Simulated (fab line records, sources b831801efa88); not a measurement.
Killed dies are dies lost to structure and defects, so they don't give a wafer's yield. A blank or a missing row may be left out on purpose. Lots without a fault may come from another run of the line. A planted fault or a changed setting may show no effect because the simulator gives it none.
A struck lot beside a sound one | flow sfq_line | 20 steps out of a route of 325
Sound: wafers L559.4, L559.5, L559.6. Struck: wafers L571.1, L571.2, L571.3. The cause comes at the end.
At each step with rows: each side's tool, then ch and its chambers, then its first start. Under that, the readings that differ: sound wafers | struck wafers | difference of the means | sigmas: that difference in standard deviations of wafers without a fault.
alike: readings whose means differ by less than 2 such deviations, and words and numbers that are the same on both sides. not compared: withheld readings, readings that some wafer has no value for, bounds like >300 that may hide the same value, and numbers for which the record gives no deviation and whose values overlap.
The two part at a step that has a row with sigmas, a row that says differs or no value, or rows on one side only. Numbers that don't overlap but have no deviation are shown without sigmas and don't part them. A reading that every wafer of one side lacks parts them only if that side has two wafers or more.

first, 2 steps without rows for these wafers: SFQ_TRILAYER_I3_VIA_LITHO_PEB_088 (peb time 60 s); SFQ_TRILAYER_I3_VIA_LITHO_DEVELOP_087 (time 60 s).
SFQ_I3_OVL_MEAS_923:
  sound on overlay-01, day 44 17:20; struck on overlay-01, day 49 07:07
  alike: I3_OVL
SFQ_TRILAYER_I3_VIA_BARC_OPEN_VIA_ETCH_121: etches BARC in O2, target depth 125 nm, time 41.7 s.
  sound on rie_diel-01 ch 2,3, day 44 17:22; struck on rie_diel-04 ch 0,1,3, day 49 07:10
  alike: chamber_pressure_mTorr, drypump_motor_current_A, oes_product_au
  not compared: rf_hours_counter_h
SFQ_TRILAYER_I3_VIA_ETCH_VIA_ETCH_088: etches SiO2 in CHF3, stops on Nb, target depth 260 nm.
  sound on rie_diel-01 ch 2,3, day 44 17:24; struck on rie_diel-04 ch 0,1,3, day 49 07:12
  alike: chamber_pressure_mTorr, drypump_motor_current_A, oes_product_au
then, 3 steps without rows for these wafers: SFQ_TRILAYER_I3_VIA_STRIP_STRIP_089 (strips in O2); SFQ_TRILAYER_I3_VIA_STRIP_SOLV_CLEAN_090 (cleans in NMP, time 600 s); SFQ_TRILAYER_M4_DEP_PRE_CLEAN_092 (time 22.5 s).
SFQ_TRILAYER_M4_DEP_SPUTTER_091: material Nb, target thk 200 nm, time 133.3 s.
  sound on pvd_sputter-05, day 44 18:19; struck on pvd_sputter-06, day 49 08:07
  alike: substrate_temp_c, throttle_valve_pct
SFQ_M4_RS_MEAS_924: measures by four-point-probe.
  sound on film_metro-04, day 44 18:28; struck on film_metro-03, day 49 08:12
  alike: M4_NB_RS
then, 1 step without rows for these wafers: SFQ_TRILAYER_M4_LITHO_COAT_098 (resist thk 62 nm).
SFQ_TRILAYER_M4_LITHO_COAT_093: resist thk 600 nm.
  sound on litho_track-04 ch 0, day 44 19:02; struck on litho_track-02 ch 0, day 49 08:41
  reading                                             | sound                | struck               | difference | sigmas
  spin_speed_rpm (rpm)                                | 3000.5 2999.3 3000.5 | 2898.2 2898.8 2892.5 | -103.6     | -43
  model.KrF_of_TRILAYER_M4_LITHO_COAT_093.thk_nm (nm) | 599.1 599.5 598.8    | 610.4 610.8 611      | +11.6      |
  alike: exhaust_pa
then, 4 steps without rows for these wafers: SFQ_TRILAYER_M4_LITHO_SOFTBAKE_097; SFQ_TRILAYER_M4_LITHO_EXPOSE_094 (exposes mask M4, target cd 500 nm); SFQ_TRILAYER_M4_LITHO_PEB_096 (peb time 60 s); SFQ_TRILAYER_M4_LITHO_DEVELOP_095 (time 60 s).
-- the record jumps here: 5 days lie between the struck wafers' starts before and after --
SFQ_M4_OVL_MEAS_926:
  sound on overlay-01, day 44 20:59; struck on overlay-02, day 54 00:37
  alike: M4_OVL
SFQ_TRILAYER_M4_BARC_OPEN_METAL_ETCH_123: etches BARC in O2, target depth 125 nm, time 41.7 s.
  sound on rie_metal-01 ch 0,1, day 44 21:02; struck on rie_metal-03 ch 0,1, day 54 00:39
  alike: chamber_pressure_mTorr, drypump_motor_current_A, oes_product_au
  not compared: rf_hours_counter_h
SFQ_TRILAYER_M4_ETCH_METAL_ETCH_096: etches Nb in Cl2/Ar, stops on SiO2, target depth 240 nm, time 120 s.
  sound on rie_metal-01 ch 0,1, day 44 21:07; struck on rie_metal-03 ch 0,1, day 54 00:43
  reading                                             | sound             | struck            | difference | sigmas
  model.KrF_of_TRILAYER_M4_LITHO_COAT_093.thk_nm (nm) | 377.1 378.5 378.9 | 387.6 393.7 389.4 | +12.1      |
  alike: chamber_pressure_mTorr, drypump_motor_current_A, oes_product_au
  not compared: rf_hours_counter_h
SFQ_TRILAYER_M4_STRIP_STRIP_097: strips in O2.
  sound on rie_metal-01 ch 0,1, day 44 21:23; struck on rie_metal-03 ch 0,1, day 54 00:50
  alike: chamber_pressure_mTorr, drypump_motor_current_A, oes_product_au
  not compared: rf_hours_counter_h

WHERE THEY PART
Only at SFQ_TRILAYER_M4_LITHO_COAT_093, within this record. Later steps at which nothing parts them and some readings are alike: SFQ_M4_OVL_MEAS_926, SFQ_TRILAYER_M4_BARC_OPEN_METAL_ETCH_123, SFQ_TRILAYER_M4_ETCH_METAL_ETCH_096, SFQ_TRILAYER_M4_STRIP_STRIP_097.

WHY: what the simulator had put in
Process parameter drift: litho_track-02, from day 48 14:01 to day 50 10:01, at SFQ_TRILAYER_M4_LITHO_COAT_093. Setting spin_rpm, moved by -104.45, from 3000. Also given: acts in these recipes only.
